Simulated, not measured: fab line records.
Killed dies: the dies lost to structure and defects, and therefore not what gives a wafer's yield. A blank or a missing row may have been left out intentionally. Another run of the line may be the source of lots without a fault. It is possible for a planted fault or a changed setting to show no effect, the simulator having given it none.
The tool behind it: which one?	flow sky130	24 lots, 72 wafers sampled, at 4 steps of a route of 708

WHAT EACH GAUGE READ, for each wafer
SKY_VIA2_OVL_MEAS_13. Usual: VIA2_OVL 0 nm, standard deviation 6.
lot	measured	on	VIA2_OVL (nm)	flag
L074	day 36 19:51	overlay-02	6 8 -3	
L075	day 37 14:57	overlay-01	12 15 7	
L077	day 37 16:16	overlay-01	9 1 12	
L076	day 37 19:24	overlay-01	7 -1 6	
L079	day 38 06:57	overlay-02	-1 -1 0	
L080	day 38 11:24	overlay-02	0 13 0	
L078	day 38 14:24	overlay-01	-8 -7 -1	
L081	day 38 18:46	overlay-01	-1 2 -3	
L082	day 38 23:24	overlay-01	-7 -4 -6	
L083	day 39 14:58	overlay-02	7 3 4	
L084	day 39 19:03	overlay-01	3 1 2	
L085	day 40 04:46	overlay-02	-5 -4 -6	
L087	day 40 06:21	overlay-02	1 -4 5	
L086	day 40 07:28	overlay-01	-3 -3 2	
L088	day 41 01:37	overlay-02	-3 -1 -3	
L089	day 41 05:18	overlay-01	-5 -9 -4	
L090	day 41 13:45	overlay-01	-6 -14 -4	
L091	day 41 15:43	overlay-02	-9 -14 0	
L092	day 42 02:19	overlay-02	-4 6 -3	
L093	day 42 04:36	overlay-01	-2 -4 -8	
L094	day 42 10:03	overlay-02	12 6 9	
L095	day 42 10:39	overlay-02	9 3 1	
L096	day 42 23:42	overlay-01	-3 -2 -3	
L097	day 43 04:07	overlay-01	-3 2 4	

EACH LOT AND THE TOOL THAT RAN IT (in order: tool; ch and the chambers of the sampled wafers; start)
lot	SKY_SD_N_STRIP_11	SKY_LI_CONTACT_CVD_21	SKY_VIA2_CMP_02
L074	plasma asher-03 ch 0,1, day 28 11:29	cvd w-01 ch 0,1, day 29 17:32	cmp-02 ch 2,3, day 35 16:47
L075	plasma asher-02 ch 0,1, day 29 08:23	cvd w-02 ch 1, day 30 13:49	cmp-01 ch 1,2,3, day 36 11:57
L077	plasma asher-03 ch 0,1, day 29 10:39	cvd w-02 ch 0,1, day 30 16:04	cmp-02 ch 1,2,3, day 36 14:06
L076	plasma asher-02 ch 0,1, day 29 12:11	cvd w-01 ch 0,1, day 30 18:38	cmp-02 ch 0,1,3, day 36 16:45
L079	plasma asher-03 ch 0,1, day 30 01:17	cvd w-01 ch 0,1, day 31 08:22	cmp-01 ch 2,3, day 37 05:02
L080	plasma asher-02 ch 0,1, day 30 05:31	cvd w-02 ch 0,1, day 31 11:02	cmp-01 ch 1,2, day 37 09:40
L078	plasma asher-01 ch 0,1, day 30 09:14	cvd w-01 ch 0,1, day 31 15:11	cmp-01 ch 0,3, day 37 12:40
L081	plasma asher-02 ch 0,1, day 30 15:27	cvd w-01 ch 0,1, day 31 20:47	cmp-01 ch 0,2, day 37 17:13
L082	plasma asher-03 ch 0,1, day 30 18:44	cvd w-01 ch 0,1, day 32 00:22	cmp-02 ch 0,1,2, day 37 22:05
L083	plasma asher-03 ch 0,1, day 31 10:54	cvd w-01 ch 0,1, day 32 17:10	cmp-01 ch 0,1,3, day 38 13:40
L084	plasma asher-02 ch 0,1, day 31 19:07	cvd w-02 ch 0,1, day 33 00:40	cmp-01 ch 0,2,3, day 38 18:02
L085	plasma asher-03 ch 0,1, day 32 03:13	cvd w-02 ch 0,1, day 33 08:23	cmp-02 ch 0,2, day 39 03:17
L087	plasma asher-01 ch 0,1, day 32 05:43	cvd w-02 ch 0,1, day 33 10:37	cmp-02 ch 0,1,3, day 39 05:04
L086	plasma asher-03 ch 0,1, day 32 07:17	cvd w-02 ch 1, day 33 11:32	cmp-02 ch 1,3, day 39 06:25
L088	plasma asher-02 ch 0,1, day 33 02:19	cvd w-02 ch 0,1, day 34 06:32	cmp-01 ch 0,1,2, day 40 00:51
L089	plasma asher-03 ch 0,1, day 33 07:20	cvd w-01 ch 0,1, day 34 11:22	cmp-02 ch 0,1,3, day 40 04:38
L090	plasma asher-03 ch 1, day 33 17:20	cvd w-01 ch 0,1, day 34 22:15	cmp-02 ch 0,1,3, day 40 13:14
L091	plasma asher-02 ch 0,1, day 33 17:58	cvd w-02 ch 0,1, day 34 23:05	cmp-02 ch 0,1,3, day 40 15:31
L092	plasma asher-02 ch 0,1, day 34 05:52	cvd w-02 ch 0,1, day 35 10:05	cmp-02 ch 2,3, day 41 02:35
L093	plasma asher-02 ch 0,1, day 34 10:29	cvd w-02 ch 0,1, day 35 13:24	cmp-02 ch 0,2,3, day 41 05:29
L094	plasma asher-02 ch 1, day 34 17:16	cvd w-01 ch 0,1, day 35 20:56	cmp-02 ch 0,1,3, day 41 10:30
L095	plasma asher-02 ch 0,1, day 34 20:05	cvd w-01 ch 0,1, day 35 23:35	cmp-01 ch 0,3, day 41 12:24
L096	plasma asher-01 ch 1, day 35 07:23	cvd w-02 ch 0,1, day 36 11:56	cmp-02 ch 0,2, day 42 00:05
L097	plasma asher-03 ch 0,1, day 35 11:10	cvd w-02 ch 0,1, day 36 15:32	cmp-01 ch 1,2, day 42 04:29
- SKY_SD_N_STRIP_11: strips in O2/N2.
- SKY_LI_CONTACT_CVD_21: deposits W, target thk 400 nm, time 120.56 s.
- SKY_VIA2_CMP_02: polishes SiO2.

AS READ BY THE TOOLS THEMSELVES (means over the sampled wafers that have a number; for cases with no such wafer, the mark the record gives instead)
SKY_SD_N_STRIP_11. Usual: drypump motor current A 5.5 A, standard deviation 0.55; oes product au 0.526 a.u., standard deviation 0.0046; strip time to endpoint s 22.61 s, standard deviation 0.046.
lot	tool	drypump motor current A (A)	oes product au (a.u.)	strip time to endpoint s (s)	flag
L074	plasma asher-03	5.6	0.528	22.59	
L075	plasma asher-02	5.2	0.531	22.64	
L077	plasma asher-03	5.9	0.531	22.55	
L076	plasma asher-02	5.0	0.527	22.58	
L079	plasma asher-03	5.7	0.524	22.61	
L080	plasma asher-02	5.0	0.528	22.60	
L078	plasma asher-01	6.2	0.531	22.68	
L081	plasma asher-02	5.0	0.526	22.60	
L082	plasma asher-03	5.6	0.527	22.65	
L083	plasma asher-03	5.9	0.528	22.60	
L084	plasma asher-02	4.9	0.530	22.68	
L085	plasma asher-03	5.9	0.527	22.61	
L087	plasma asher-01	6.2	0.528	22.69	
L086	plasma asher-03	5.9	0.525	22.61	
L088	plasma asher-02	5.0	0.528	22.56	
L089	plasma asher-03	5.9	0.525	22.62	
L090	plasma asher-03	5.4	0.528	22.53	
L091	plasma asher-02	5.2	0.529	22.57	
L092	plasma asher-02	5.0	0.529	22.61	
L093	plasma asher-02	5.0	0.528	22.57	
L094	plasma asher-02	4.8	0.526	22.68	
L095	plasma asher-02	4.9	0.528	22.61	
L096	plasma asher-01	6.1	0.525	22.65	
L097	plasma asher-03	5.9	0.522	22.62	

SKY_LI_CONTACT_CVD_21. Usual: heater power outer w 583 W, standard deviation 62; heater power w 936 W, standard deviation 48.
lot	tool	heater power outer w (W)	heater power w (W)	flag
L074	cvd w-01	578	937	
L075	cvd w-02	597	958	
L077	cvd w-02	568	922	
L076	cvd w-01	586	919	
L079	cvd w-01	635	968	
L080	cvd w-02	571	912	
L078	cvd w-01	641	978	
L081	cvd w-01	628	978	
L082	cvd w-01	641	981	
L083	cvd w-01	637	965	
L084	cvd w-02	538	922	
L085	cvd w-02	546	906	
L087	cvd w-02	576	926	
L086	cvd w-02	591	948	
L088	cvd w-02	543	914	
L089	cvd w-01	634	971	
L090	cvd w-01	640	977	
L091	cvd w-02	578	934	
L092	cvd w-02	545	911	
L093	cvd w-02	547	909	
L094	cvd w-01	589	953	
L095	cvd w-01	582	940	
L096	cvd w-02	548	912	
L097	cvd w-02	558	906	

SKY_VIA2_CMP_02. Usual: motor current A 12.4 A, standard deviation 0.9; slurry filter dp kPa 13.49 kPa, standard deviation 0.13.
lot	tool	motor current A (A)	slurry filter dp kPa (kPa)	flag
L074	cmp-02	13.8	13.54	
L075	cmp-01	12.3	13.48	
L077	cmp-02	12.8	13.39	
L076	cmp-02	12.4	13.37	
L079	cmp-01	12.4	13.61	
L080	cmp-01	12.1	13.51	
L078	cmp-01	11.9	13.60	
L081	cmp-01	12.1	13.53	
L082	cmp-02	12.1	13.48	
L083	cmp-01	11.8	13.55	
L084	cmp-01	12.7	13.46	
L085	cmp-02	12.3	13.55	
L087	cmp-02	12.6	13.53	
L086	cmp-02	12.6	13.47	
L088	cmp-01	12.4	13.44	
L089	cmp-02	12.5	13.44	
L090	cmp-02	12.0	13.46	
L091	cmp-02	12.1	13.47	
L092	cmp-02	13.5	13.58	
L093	cmp-02	12.8	13.41	
L094	cmp-02	12.6	13.46	
L095	cmp-01	12.0	13.43	
L096	cmp-02	12.1	13.44	
L097	cmp-01	12.2	13.54	

THE ANSWER, worked out from the rows above alone
Rule: lot off if the mean of its wafers having a number is beyond 3 standard deviations from the usual mean. A lot without any number at a reading at which 4 lots or more have one is off too. The other lots that the step has rows for count as sound. Order of review: gauges by route order, followed by the tools' own readings, for which a lot's mean as printed above is used. The first step at which some lot is off is used, and at that step the reading that is off furthest; a lot without a number counts as furthest.
None of the lots is off at any reading shown; this tells nothing.

WHAT THE SIMULATOR HAD INSERTED
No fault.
